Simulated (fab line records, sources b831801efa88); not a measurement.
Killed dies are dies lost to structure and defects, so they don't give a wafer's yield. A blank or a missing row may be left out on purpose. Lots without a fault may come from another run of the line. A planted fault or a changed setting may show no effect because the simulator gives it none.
Problem report in the 8D (eight disciplines) form, filled by code | flow gf180mcu | the parts of the form that need people (team, actions taken, sign-off) are left out

1. THE PROBLEM
overpolish_run_s at GF_CONTACT_CMP_27 reads a mean of 0.039 s on 9 wafers of 3 lots; wafers without a fault read 14.999 s with a standard deviation of 0.0087. That is -99 or more standard deviations from the usual mean.
The step: polishes, stops on SiO2, t overpolish 15 s, target thk 0 nm.
First seen on wafer L969.3, day 23 03:01, on cmp-01. The record holds 42 wafers of 14 lots with a number at this step. Rule for "out", or "out of limits": more than 4 standard deviations from the usual mean. The other wafers with a number count as sound.

2. WHAT IT IS AND WHAT IT IS NOT
question                    | is                                                                       | is not
which readings at this step | overpolish_run_s, head_pressure_psi, motor_current_A, time_to_endpoint_s | -
which lots                  | L969, L970, L972                                                         | L951, L953, L955, L956, L959, L960, L961, L962, L963, L966, L967
which wafers of those lots  | all that have a number                                                   | -
read on which tools         | cmp-01                                                                   | cmp-02
when                        | from day 23 03:01                                                        | up to then (33 sound wafers)

3. SUSPECTS, AND WHAT RULES EACH OUT
Counting: a tool at a process step up to the reading stays a suspect if it ran every lot that is out and no sound lot after the first of them.
- cmp-01 at GF_CONTACT_CMP_27 (polishes, stops on SiO2, t overpolish 15 s, target thk 0 nm): kept. It ran every lot that is out, first L969 (day 23 03:01), and no sound lot after that; its last sound lot up to then is L967 (day 22 05:50). Its own readings are out on those wafers: head_pressure_psi, motor_current_A, overpolish_run_s, time_to_endpoint_s.
Left after counting: cmp-01 at GF_CONTACT_CMP_27.

4. THE CAUSE (what the simulator had put in)
Process parameter drift: cmp-01, from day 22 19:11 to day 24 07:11, at GF_CONTACT_CMP_27. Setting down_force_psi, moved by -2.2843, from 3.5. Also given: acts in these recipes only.
Counting left only this tool.

5. THE CHAIN OF EFFECTS, in route order
Each row: a reading whose mean over the struck wafers that have a number lies more than 3 standard deviations from the usual. Only readings for which the record gives a usual standard deviation are gone through. hours: the time from each lot's start at the first step in this table that gives one to its start at this step, as a median over the lots. sigmas: the change in usual standard deviations.
hours | step                    | reading            | usual     | on struck wafers | change  | sigmas
0     | GF_CONTACT_CMP_27       | head_pressure_psi  | 3.501 psi | 1.214            | -2.287  | -99 or more
0     | GF_CONTACT_CMP_27       | motor_current_A    | 10.7 A    | 6.0              | -4.7    | -6.4
0     | GF_CONTACT_CMP_27       | overpolish_run_s   | 14.999 s  | 0.039            | -14.960 | -99 or more
0     | GF_CONTACT_CMP_27       | time_to_endpoint_s | 74 s      | 114              | +40     | +12
268   | GF_PASSIVATION_PROBE_99 | killed_at_contacts | 5.7       | 450.3            | +444.6  | +99 or more
268   | GF_PASSIVATION_PROBE_99 | killed_dies        | 47        | 492              | +445    | +64
268   | GF_PASSIVATION_PROBE_99 | killed_on_rim      | 8.8       | 96.0             | +87.2   | +32
The process steps in it:
- GF_CONTACT_CMP_27: polishes, stops on SiO2, t overpolish 15 s, target thk 0 nm.
- GF_PASSIVATION_PROBE_99

6. WHAT WOULD HAVE CAUGHT IT SOONER
In this record the first reading out of limits was taken at day 23 03:01, 8 hours after the fault began at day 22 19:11.
